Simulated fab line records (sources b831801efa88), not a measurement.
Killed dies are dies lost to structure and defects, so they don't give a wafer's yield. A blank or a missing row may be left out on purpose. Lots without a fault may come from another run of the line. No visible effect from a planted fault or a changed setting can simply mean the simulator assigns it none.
fab line records	flow sky130
[record] lots = 6	wafers = 18	last_day = 50
route steps=708 shown VIA1@460 METAL2@483
lots that met no fault: from a run of the same line without faults
start_h: the number of hours between the record's first day and the start of the first shown wafer of the lot	wait_h: time in hours since the lot's previous step	" identical to the entry in the row above	L1.1+2: a row that stands for several wafers	- no value present, or no start provided	* or withheld: withheld	< > ~ a bound
route shown NAME@n: names a module that has steps shown in the file, with the first one's number in the route	usual: the fault-free wafers' mean and standard deviation	same: alike in all rows	chamber/n: place in a boat	sites: the reading at each site	_std_site: standard deviation of those values	_edge_site: the outer-site mean with the inner-site mean subtracted	radius_mm: for every site, how far away it sits from the centre of the wafer	mask NAME#n: copy n	behind: the last tool/chamber to shape the wafer	hold: cause of the lot's hold/its duration in hours/its outcome	device: whichever transistor did not switch (one of n, p or np)	end of line: at the end of the route, the tests of the same wafers	a step with no rows: only its recipe	killed: not the wafer's yield, but the dies lost to structure and defects at the first sort	map: per-die view of a wafer (x killed, . not killed, _ where there is no die)
set.NAME: the setting that was run; set.NAME@STEP: the one run at that earlier step	model.NAME: the simulator's own value behind a step, which no gauge read
a table for each step, a row for each wafer; lots at some steps of the route
services: when a tool's chamber went out of use (start_h, in hours from the record's first day, below 0 if earlier), for how many hours, and the reason
[[steps]]
[step SKY_VIA1_CMP_02]
[recipe] material = SiO2	down_force_psi = 4	platen_rpm = 60	pad_velocity_m_s = 0.94248
[usual] edge_zone_pressure_frac = 1.000/0.0053	motor_current_A = 12.3/1.2
lot.wafer	tool	chamber	start_h	wait_h	edge_zone_pressure_frac	motor_current_A
L673.1	cmp-02	2	773.84	0.1	0.999	13.0
L673.4	"	0	"	"	1.004	10.8
L673.3	"	1	"	"	0.998	12.1
L674.3	cmp-02	2	786.47	0.0	1.008	13.5
L674.2	"	1	"	"	0.999	12.4
L674.6	"	2	"	"	1.013	13.4
L675.4	cmp-01	0	795.45	0.1	1.010	10.9
L675.1	"	1	"	"	0.991	11.8
L675.5	"	3	"	"	1.004	13.8
L683.1	cmp-02	0	853.69	0.1	1.007	11.1
L683.4	"	1	"	"	1.001	12.7
L683.5	"	0	"	"	1.008	10.7
L688.1	cmp-02	1	882.21	0.1	0.996	12.9
L688.3	"	2	"	"	0.996	12.9
L688.2	"	3	"	"	1.000	11.7
L691.2	cmp-02	3	917.47	0.6	0.991	12.2
L691.3	"	0	"	"	1.005	10.6
L691.6	"	2	"	"	1.010	13.0
[step SKY_VIA1_BOW_MEAS_03]
[recipe] mode = bow
[usual] VIA1_BOW = 81/6.6
lot.wafer	tool	chamber	start_h	wait_h	VIA1_BOW[um]
L673.1	film_metro-04	-	774.14	0.2	80
L673.3	"	-	"	"	80
L673.4	"	-	"	"	75
L674.2	film_metro-01	-	786.79	0.1	88
L674.3	"	-	"	"	79
L674.6	"	-	"	"	77
L675.1	film_metro-01	-	795.65	0.1	81
L675.4	"	-	"	"	79
L675.5	"	-	"	"	81
L683.1	film_metro-02	-	853.99	0.2	81
L683.4	"	-	"	"	83
L683.5	"	-	"	"	94
L688.1	film_metro-01	-	882.51	0.2	86
L688.2	"	-	"	"	75
L688.3	"	-	"	"	63
L691.2	film_metro-01	-	917.74	0.2	76
L691.3	"	-	"	"	81
L691.6	"	-	"	"	80
[step SKY_VIA1_DEHYDRATE_04]
[recipe] temp_c = 200	time_s = 60
[step SKY_VIA1_HMDS_05]
[recipe] prime_time_s = 60	prime_temp_c = 120
[step SKY_VIA1_COAT_06]
[recipe] resist = BARC	temp_c = withheld	time_s = withheld	spin_rpm = 3000	resist_thk_nm = 60
[step SKY_VIA1_COAT_07]
[recipe] resist = KrF-thick	spin_rpm = 3000	resist_thk_nm = 450
[step SKY_VIA1_SOFTBAKE_08]
[recipe] temp_c = 100	time_s = 90	resist = KrF-thick
[step SKY_VIA1_EXPOSE_09]
[recipe] mask_id = VIM	na = 0.8	source_shape = annular	sigma_inner = 0.55	sigma_outer = 0.85	target_cd_nm = 150	dose_mj = 38
[step SKY_VIA1_PEB_10]
[recipe] peb_temp_c = withheld	peb_time_s = withheld	resist = KrF-thick
[step SKY_VIA1_DEVELOP_11]
[recipe] develop_time_s = 60	resist = KrF-thick	dev_temp_c = 21
[step SKY_VIA1_CD_MEAS_12]
[recipe] target_cd_nm = 150
[usual] cd_nm = 149.8/1.6
lot.wafer	tool	chamber	start_h	wait_h	cd_nm
L673.1	cd_sem-01	-	801.40	-	150.5
L673.3	"	-	"	"	151.4
L673.4	"	-	"	"	150.1
L674.2	cd_sem-01	-	812.97	-	150.3
L674.3	"	-	"	"	149.1
L674.6	"	-	"	"	149.3
L675.1	cd_sem-01	-	822.35	-	147.6
L675.4	"	-	"	"	147.7
L675.5	"	-	"	"	148.1
L683.1	cd_sem-01	-	879.48	-	153.2
L683.4	"	-	"	"	154.0
L683.5	"	-	"	"	151.2
L688.1	cd_sem-02	-	909.05	-	150.2
L688.2	"	-	"	"	149.4
L688.3	"	-	"	"	149.5
L691.2	cd_sem-01	-	942.27	-	150.8
L691.3	"	-	"	"	150.5
L691.6	"	-	"	"	151.4
[step SKY_VIA1_OVL_MEAS_13]
[usual] VIA1_OVL = -1/5.6
lot.wafer	tool	chamber	start_h	wait_h	VIA1_OVL[nm]
L673.1	overlay-02	-	801.52	0.1	-2
L673.3	"	-	"	"	2
L673.4	"	-	"	"	2
L674.2	overlay-01	-	813.07	0.1	5
L674.3	"	-	"	"	-9
L674.6	"	-	"	"	-3
L675.1	overlay-02	-	822.47	0.1	-5
L675.4	"	-	"	"	0
L675.5	"	-	"	"	1
L683.1	overlay-01	-	879.60	0.1	6
L683.4	"	-	"	"	6
L683.5	"	-	"	"	0
L688.1	overlay-02	-	909.17	0.1	15
L688.2	"	-	"	"	4
L688.3	"	-	"	"	18
L691.2	overlay-02	-	942.37	0.1	3
L691.3	"	-	"	"	6
L691.6	"	-	"	"	-3
[step SKY_VIA1_ETCH_14]
[recipe] chemistry = N2/H2	target = BARC	ion_energy_ev = 200	source_w = 500	bias_w = 100	pressure_mtorr = 30	n2_flow_sccm = 100	h2_flow_sccm = 200	stop_on = SiO2	time_s = 45.9	target_depth_a = 600
[usual] drypump_motor_current_A = 5.7/0.54	oes_product_au = 0.855/0.0048	rf_fwd_power_W = 494.6/2.3	run_length_s = 74.2/0.47	throttle_valve_pct = 13.225/0.0089
lot.wafer	tool	chamber	start_h	wait_h	drypump_motor_current_A	oes_product_au	rf_fwd_power_W	rf_hours_counter_h	run_length_s	throttle_valve_pct	model.KrF-thick_of_VIA1_COAT_07.thk_nm	model.etch.depth_nm
L673.1	rie_diel-03	3	801.55	0.0	6.3	0.862	493.9	7	74.7	13.220	392.9	60.11
L673.3	"	0	"	"	5.1	0.865	494.1	22	74.2	13.213	393.7	59.98
L673.4	"	1	"	"	5.4	0.851	492.2	13	73.8	13.223	392.1	60.07
L674.2	rie_diel-03	2	813.10	0.0	6.5	0.846	494.4	13	75.1	13.223	394.7	59.9
L674.3	"	0	"	"	5.0	1.000	-	22	60.9	13.236	406.9	55.31
L674.6	"	3	"	"	6.2	0.841	491.1	-	74.5	13.217	393.5	59.99
L675.1	rie_diel-03	2	822.50	0.0	6.5	0.859	495.6	14	74.4	13.230	393.3	60.09
L675.4	"	3	"	"	6.3	0.853	494.2	7	75.1	13.231	392.7	60.18
L675.5	"	3	"	"	6.3	1.001	-	-	61.5	13.233	405.2	55.21
L683.1	rie_diel-02	3	879.64	0.0	5.1	0.860	500.6	19	73.5	13.238	392.9	59.6
L683.4	"	1	"	"	5.2	0.858	495.8	23	75.0	13.225	391.2	59.81
L683.5	"	3	"	"	5.1	0.845	499.0	-	73.5	13.241	393.4	59.57
L688.1	rie_diel-03	3	909.20	0.0	6.2	0.859	494.7	10	74.3	13.231	390.9	60.28
L688.2	"	1	"	"	5.4	0.858	493.6	16	73.8	13.204	390.9	60.19
L688.3	"	2	"	"	6.5	0.857	493.5	17	74.5	13.211	389.4	60.04
L691.2	rie_diel-02	2	942.40	0.0	5.8	0.852	493.4	14	74.4	13.215	390	60.07
L691.3	"	1	"	"	5.2	0.856	497.7	26	74.9	13.208	391.1	60.05
L691.6	"	3	"	"	5.1	0.866	494.5	-	73.5	13.222	391.8	60.02
[step SKY_VIA1_ETCH_15]
[recipe] target = SiO2	chemistry = C4F8/O2/Ar	target_depth_nm = 351	stop_on = TiN	mask_material = KrF-thick	source_w = 1500	bias_w = 1200	pressure_mtorr = 40	c4f8_flow_sccm = withheld	O2_flow_sccm = 6	Ar_flow_sccm = 300	time_s = 54
[usual] oes_product_au = 0.983/0.0055	rf_fwd_power_W = 1486/6.2	run_length_s = 82.3/0.48
lot.wafer	tool	chamber	start_h	wait_h	oes_product_au	rf_fwd_power_W	run_length_s	model.KrF-thick_of_VIA1_COAT_07.thk_nm
L673.1	rie_diel-03	3	801.59	0.0	0.982	1489	82.4	322.8
L673.3	"	0	"	"	0.986	1483	82.0	323.5
L673.4	"	1	"	"	0.984	1479	81.8	322.1
L674.2	rie_diel-03	2	813.14	0.0	0.991	1487	82.6	323.4
L674.3	"	0	"	"	0.374	1483	82.0	335.7
L674.6	"	3	"	"	0.976	1491	82.8	323.2
L675.1	rie_diel-03	2	822.54	0.0	0.986	1480	82.5	321.6
L675.4	"	3	"	"	0.978	1500	82.9	322
L675.5	"	3	"	"	0.381	1492	82.8	334.1
L683.1	rie_diel-02	3	879.68	0.0	0.989	1495	81.5	323
L683.4	"	1	"	"	0.983	1488	83.5	320.2
L683.5	"	3	"	"	0.981	1492	81.7	323.2
L688.1	rie_diel-03	3	909.24	0.0	0.990	1492	82.4	319.5
L688.2	"	1	"	"	0.983	1479	81.5	320.5
L688.3	"	2	"	"	0.987	1482	82.7	317.9
L691.2	rie_diel-02	2	942.44	0.0	0.988	1482	82.5	317.5
L691.3	"	1	"	"	0.979	1487	82.9	319.6
L691.6	"	3	"	"	0.984	1484	81.5	321.3
[step SKY_VIA1_STRIP_16]
[recipe] chemistry = O2/N2	power_w = 1400	pressure_mtorr = 1500	platen_temp_c = withheld	o2_flow_sccm = 3000	n2_flow_sccm = 300	overash_fraction = 0.5
[usual] drypump_motor_current_A = 5.8/0.45	oes_product_au = 0.414/0.0051	strip_time_to_endpoint_s = 4.441/0.025
lot.wafer	tool	chamber	start_h	wait_h	drypump_motor_current_A	oes_product_au	rf_hours_counter_h	strip_time_to_endpoint_s
L673.1	plasma_asher-04	1	801.64	0.0	6.1	0.420	5	4.463
L673.3	"	1	"	"	6.1	0.417	-	4.453
L673.4	"	0	"	"	4.8	0.419	-	4.471
L674.2	plasma_asher-03	1	813.19	0.0	6.0	0.422	102	4.450
L674.3	"	0	"	"	6.1	0.409	-	4.595
L674.6	"	0	"	"	6.1	0.419	-	4.445
L675.1	plasma_asher-01	0	822.59	0.0	6.0	0.409	72	4.453
L675.4	"	0	"	"	5.9	0.416	-	4.460
L675.5	"	1	"	"	5.4	0.412	-	4.590
L683.1	plasma_asher-04	1	879.73	0.0	6.1	0.416	15	4.473
L683.4	"	1	"	"	6.1	0.411	-	4.437
L683.5	"	1	"	"	6.1	0.416	-	4.459
L688.1	plasma_asher-03	1	909.29	0.0	6.0	0.408	114	4.433
L688.2	"	0	"	"	6.1	0.415	114	4.440
L688.3	"	0	"	"	6.1	0.420	-	4.402
L691.2	plasma_asher-03	0	942.49	0.0	6.2	0.422	118	4.404
L691.3	"	1	"	"	6.0	0.413	-	4.435
L691.6	"	0	"	"	6.2	0.415	-	4.451
[step SKY_VIA1_STRIP_17]
[recipe] chemistry = post_etch_residue_remover	time_s = 1200	temp_c = 72.5
[step SKY_VIA1_CLEAN_18]
[recipe] chemistry = IPA	time_s = 180	temp_c = 25
[step SKY_VIA1_CLEAN_19]
[recipe] chemistry = O3/DIW	dry = n2_spin
[step SKY_VIA1_SPUTTER_20]
[recipe] material = TiN	target_thk_nm = 20	chamber_pressure_pa = 5	power_w = 4000	time_s = 80
[usual] throttle_valve_pct = 29.9/0.89
lot.wafer	tool	chamber	start_h	wait_h	throttle_valve_pct
L673.1	pvd_sputter-04	-	802.23	0.0	32.2
L673.3	"	-	"	"	29.6
L673.4	"	-	"	"	30.1
L674.2	pvd_sputter-04	-	813.78	0.0	31.8
L674.3	"	-	"	"	29.8
L674.6	"	-	"	"	29.8
L675.1	pvd_sputter-02	-	823.18	0.0	29.4
L675.4	"	-	"	"	29.0
L675.5	"	-	"	"	30.2
L683.1	pvd_sputter-02	-	880.33	0.0	29.9
L683.4	"	-	"	"	28.9
L683.5	"	-	"	"	30.0
L688.1	pvd_sputter-02	-	909.98	0.0	28.9
L688.2	"	-	"	"	29.4
L688.3	"	-	"	"	30.1
L691.2	pvd_sputter-04	-	943.14	0.0	31.8
L691.3	"	-	"	"	30.0
L691.6	"	-	"	"	30.3
[step SKY_VIA1_CVD_21]
[recipe] material = W	target_thk_nm = 270	time_s = 80.902	temp_c = 400	pressure_torr = 40
[usual] heater_power_w = 825/99	susceptor_temp_C = 400.02/0.22
lot.wafer	tool	chamber	start_h	wait_h	heater_power_w	since_wet_clean_h	susceptor_temp_C
L673.1	cvd_w-02	1	802.29	0.0	929	398	400.20
L673.3	"	0	"	"	745	-	399.98
L673.4	"	1	"	"	937	-	399.95
L674.2	cvd_w-02	0	813.84	0.0	746	410	399.59
L674.3	"	0	"	"	744	-	399.76
L674.6	"	1	"	"	946	-	400.00
L675.1	cvd_w-02	1	823.24	0.0	921	419	400.04
L675.4	"	1	"	"	956	-	400.01
L675.5	"	0	"	"	744	-	400.17
L683.1	cvd_w-01	0	880.39	0.0	707	976	400.13
L683.4	"	0	"	"	692	-	399.95
L683.5	"	1	"	"	777	-	400.13
L688.1	cvd_w-02	1	910.04	0.0	920	506	399.89
L688.2	"	0	"	"	752	506	399.93
L688.3	"	1	"	"	938	-	400.10
L691.2	cvd_w-02	0	943.20	0.0	761	539	399.86
L691.3	"	1	"	"	920	-	399.64
L691.6	"	0	"	"	741	-	399.91
[step SKY_VIA1_CMP_24]
[recipe] stop_on = SiO2	t_overpolish_s = 15	down_force_psi = 3.5	platen_rpm = 60	target_thk_nm = 0	pad_velocity_m_s = 0.94248
[usual] edge_zone_pressure_frac = 1.000/0.0048	motor_current_A = 11.3/1.1	overpolish_run_s = 15.001/0.0098	time_to_endpoint_s = 65/3.9
lot.wafer	tool	chamber	start_h	wait_h	edge_zone_pressure_frac	motor_current_A	overpolish_run_s	time_to_endpoint_s
L673.4	cmp-02	1	802.57	0.0	0.996	12.3	14.986	65
L673.3	"	2	"	"	0.997	12.6	15.004	69
L673.1	"	3	"	"	1.003	10.7	15.000	63
L674.2	cmp-01	1	814.12	0.0	0.995	10.7	14.995	66
L674.3	"	3	"	"	0.986	13.2	15.016	66
L674.6	"	2	"	"	1.002	11.5	15.000	68
L675.4	cmp-02	1	823.59	0.0	1.001	11.7	14.992	65
L675.1	"	2	"	"	1.000	12.0	15.018	62
L675.5	"	1	"	"	1.002	11.8	15.004	68
L683.1	cmp-02	0	880.66	0.1	0.998	9.7	15.002	57
L683.4	"	1	"	"	0.996	10.9	14.984	65
L683.5	"	1	"	"	1.002	11.7	15.002	65
L688.2	cmp-01	2	910.31	0.0	0.997	12.0	14.991	78
L688.1	"	3	"	"	0.998	13.3	15.015	65
L688.3	"	1	"	"	0.999	10.9	14.988	65
L691.2	cmp-02	2	943.53	0.1	0.998	12.5	14.993	67
L691.3	"	0	"	"	0.997	10.4	14.998	58
L691.6	"	2	"	"	0.997	12.0	14.992	66
[step SKY_METAL2_SPUTTER_00]
[recipe] material = Ti	target_thk_nm = 15	power_w = 3000	time_s = 10	chamber_pressure_pa = 0.4
[usual] throttle_valve_pct = 29.5/0.91
lot.wafer	tool	chamber	start_h	wait_h	throttle_valve_pct
L673.1	pvd_sputter-02	-	802.87	0.1	28.5
L673.3	"	-	"	"	29.8
L673.4	"	-	"	"	30.1
L674.2	pvd_sputter-03	-	814.42	0.2	29.0
L674.6	"	-	"	"	28.7
L675.1	pvd_sputter-03	-	823.89	0.2	30.9
L675.4	"	-	"	"	28.9
L683.1	pvd_sputter-03	-	880.96	0.2	30.7
L683.4	"	-	"	"	28.7
L683.5	"	-	"	"	30.8
L688.1	pvd_sputter-03	-	910.61	0.2	28.5
L688.2	"	-	"	"	28.9
L688.3	"	-	"	"	29.2
L691.2	pvd_sputter-01	-	943.78	0.2	31.1
L691.3	"	-	"	"	29.0
L691.6	"	-	"	"	29.1
[step SKY_METAL2_SPUTTER_01]
[recipe] material = TiN	target_thk_nm = 20	power_w = 6500	time_s = 16.7	chamber_pressure_pa = 0.4
[usual] throttle_valve_pct = 29.5/0.91
lot.wafer	tool	chamber	start_h	wait_h	throttle_valve_pct
L673.1	pvd_sputter-02	-	802.89	0.0	28.8
L673.3	"	-	"	"	29.8
L673.4	"	-	"	"	30.0
L674.2	pvd_sputter-03	-	814.44	0.0	29.0
L674.6	"	-	"	"	28.7
L675.1	pvd_sputter-03	-	823.92	0.0	30.8
L675.4	"	-	"	"	29.1
L683.1	pvd_sputter-03	-	880.98	0.0	30.8
L683.4	"	-	"	"	28.8
L683.5	"	-	"	"	30.5
L688.1	pvd_sputter-03	-	910.64	0.0	28.6
L688.2	"	-	"	"	28.7
L688.3	"	-	"	"	29.1
L691.2	pvd_sputter-01	-	945.38	1.6	31.1
L691.3	"	-	"	"	29.4
L691.6	"	-	"	"	29.2
[step SKY_METAL2_SPUTTER_02]
[recipe] material = AlCu	target_thk_nm = 250	power_w = 10600	time_s = 13.3	chamber_pressure_pa = 0.4
[usual] throttle_valve_pct = 29.5/0.91
lot.wafer	tool	chamber	start_h	wait_h	throttle_valve_pct
L673.1	pvd_sputter-02	-	802.91	0.0	28.6
L673.3	"	-	"	"	29.5
L673.4	"	-	"	"	30.1
L674.2	pvd_sputter-03	-	814.46	0.0	28.9
L674.6	"	-	"	"	28.9
L675.1	pvd_sputter-03	-	823.95	0.0	30.8
L675.4	"	-	"	"	28.9
L683.1	pvd_sputter-03	-	881.01	0.0	30.8
L683.4	"	-	"	"	28.9
L683.5	"	-	"	"	31.0
L688.1	pvd_sputter-03	-	910.66	0.0	28.4
L688.2	"	-	"	"	28.6
L688.3	"	-	"	"	29.1
L691.2	pvd_sputter-01	-	945.41	0.0	31.4
L691.3	"	-	"	"	29.3
L691.6	"	-	"	"	29.2
[[services]]
tool	chamber	start_h	hours	kind
pvd_sputter-02	-	752.66	2.0	repair
cmp-01	-	758.44	4.0	pm
rie_diel-02	2	777.34	40.1	repair
cmp-01	-	777.44	1.5	repair
cmp-02	-	779.01	5.3	pm
cvd_w-02	-	783.81	6.9	pm
cmp-01	-	785.11	4.8	pm
rie_diel-02	3	793.34	2.6	repair
cmp-02	-	800.21	2.0	repair
cmp-01	-	802.56	2.7	repair
cvd_w-02	-	809.24	2.8	pm
pvd_sputter-03	-	817.99	0.8	repair
cmp-02	-	829.25	1.9	repair
pvd_sputter-01	-	848.94	5.2	repair
cvd_w-02	0	855.37	24.4	repair
rie_diel-02	2	862.38	4.8	repair
rie_diel-03	3	864.96	10.2	repair
rie_diel-03	2	872.59	4.8	repair
pvd_sputter-03	-	878.04	2.4	repair
pvd_sputter-04	-	886.75	3.0	repair
rie_diel-03	1	902.04	4.2	repair
cmp-02	-	912.19	4.0	pm
cmp-01	-	916.53	4.3	repair
cmp-02	-	934.79	0.2	repair
[[key]]
[first_sign] step = SKY_VIA1_ETCH_14	reading = oes_product_au	direction = up	sigmas = 30	usual = 0.855	struck = 1.001
[effect] step = SKY_VIA1_ETCH_14	reading = run_length_s	direction = down	sigmas = 28	usual = *	struck = *
[effect] step = SKY_VIA1_ETCH_15	reading = oes_product_au	direction = down	sigmas = 99+	usual = 0.983	struck = 0.378
[effect] step = SKY_VIA1_STRIP_16	reading = strip_time_to_endpoint_s	direction = up	sigmas = 6.1	usual = *	struck = *
[effect] step = SKY_METAL2_SPUTTER_00	reading = visit	direction = missing
[effect] step = SKY_METAL2_SPUTTER_01	reading = visit	direction = missing
[effect] step = SKY_METAL2_SPUTTER_02	reading = visit	direction = missing
[model_effect] step = SKY_VIA1_ETCH_14	value = KrF-thick_of_VIA1_COAT_07.thk_nm	without = 393.7	struck = 406.1
[model_effect] step = SKY_VIA1_ETCH_15	value = KrF-thick_of_VIA1_COAT_07.thk_nm	without = 322.5	struck = 334.9
met_at SKY_VIA1_ETCH_14
struck_wafers L674.3,L675.5
later_rows_left_out L674.3,L675.5
sort_left_out L674.3,L675.5
onset_between 801.55 813.10
[fault] kind = process_parameter_drift	tool = rie_diel-03	chamber = -	onset_h = 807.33	steps = SKY_VIA1_ETCH_14	channel = time_s	offset = *	shape = step	end_h = 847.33	scope = struck_wafers_only	acts_in = *	stated = *
// sort_left_out: the simulated sort isn't trusted on such a fault, so these wafers' sort isn't shown, and their yield isn't known
// later_rows_left_out: the simulator's readings of these wafers behind a module that went badly wrong aren't trusted and aren't shown, but for the sort
